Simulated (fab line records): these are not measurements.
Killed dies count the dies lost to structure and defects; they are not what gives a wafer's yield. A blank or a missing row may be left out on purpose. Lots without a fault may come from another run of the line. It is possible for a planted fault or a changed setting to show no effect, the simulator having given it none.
Problem report, 8D (eight disciplines) form, completed by code    flow sky130    the parts of the form that need people (team, actions taken, sign-off) are left out

## 1. WHAT WENT WRONG
Across 6 wafers from 2 lots, VT_ADJUST_NCORE_TW at SKY_VT_ADJUST_NCORE_TW_MEAS_11 averages 197.8, while fault-free wafers read 218.1 with a standard deviation of 1.4. That puts it -14 standard deviations away from the usual mean.
Earliest sighting: wafer L894.1 on filmMetro-01 at day 11 15:31. At this step, 39 wafers from 13 lots have a number in the record. By rule, "out" or "out of limits" means more than 4 standard deviations away from the usual mean. All remaining wafers that have a number are taken as sound.

## 2. WHAT IT IS; WHAT IT IS NOT
question                     is                          is not
which readings at this step  VT_ADJUST_NCORE_TW          -
which lots                   L894, L895                  L884, L885, L896, L897, L898, L899, L900, L903, L904, L906, L907
which wafers of those lots   all that have a number      -
read on which gauges         filmMetro-01, filmMetro-04  filmMetro-03
when                         from day 11 15:31           up to then (6 sound wafers); but 27 sound wafers of L896, L897, L898, L899, L900, L903, L904, L906, L907 came after

## 3. WHAT RULES OUT EACH SUSPECT
Counting: a tool at any process step up to the reading remains a suspect when it ran all the lots that are out and ran no sound lot after the first of those.
- the gauge at SKY_VT_ADJUST_NCORE_TW_MEAS_11 is ruled out. Those wafers that are out were read across 2 gauges (filmMetro-01, filmMetro-04).
- implanter-03 at SKY_VT_ADJUST_NCORE_IMPLANT_09: ruled out as a lasting fault. After its first lot that is out, L894 (day 11 15:16), sound lots L906 ran on it.
Left after counting: nothing in the record.

## 4. THE CAUSE (what the simulator had put in)
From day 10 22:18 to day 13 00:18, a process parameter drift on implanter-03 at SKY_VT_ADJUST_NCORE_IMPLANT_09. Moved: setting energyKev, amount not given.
It was ruled out by counting, in error; the rule expects a fault to strike all lots run on its tool from its start on, and this fault did not.

## 5. THE EFFECT CHAIN, in route order
Each row: a reading whose mean over the struck wafers that have a number lies more than 3 standard deviations from the usual. Only readings whose record carries a usual standard deviation are examined. hours: median over the lots of the time between each lot's start at the first step of this table that gives one and its start at this step. sigmas: the change, counted in usual standard deviations.
hours  step                            reading             usual   on struck wafers  change   sigmas
0      SKY_VT_ADJUST_NCORE_IMPLANT_09  beamEnergyKeV       9.9999  6.5982            -3.4017  -99 or more
0      SKY_VT_ADJUST_NCORE_TW_MEAS_11  VT_ADJUST_NCORE_TW  218.1   197.8             -20.2    -14
Here are the process steps it includes:
- SKY_VT_ADJUST_NCORE_IMPLANT_09
Later steps that measure or inspect, where all struck wafers having a row at the step show a number for every such reading and not one has moved that far: SKY_CONTACT_THK_MEAS_26, SKY_METAL1_OVL_MEAS_16, SKY_VIA1_OVL_MEAS_13.

## 6. WHAT WOULD HAVE CAUGHT IT SOONER
The first out-of-limits reading at a measuring or inspecting step in this record came at day 11 15:31, 17 hours after the fault's start at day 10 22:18.
Tool's own readings at SKY_VT_ADJUST_NCORE_IMPLANT_09, beamEnergyKeV: out on all struck wafers the step has rows for; an alarm limit on them would have tripped on the first.
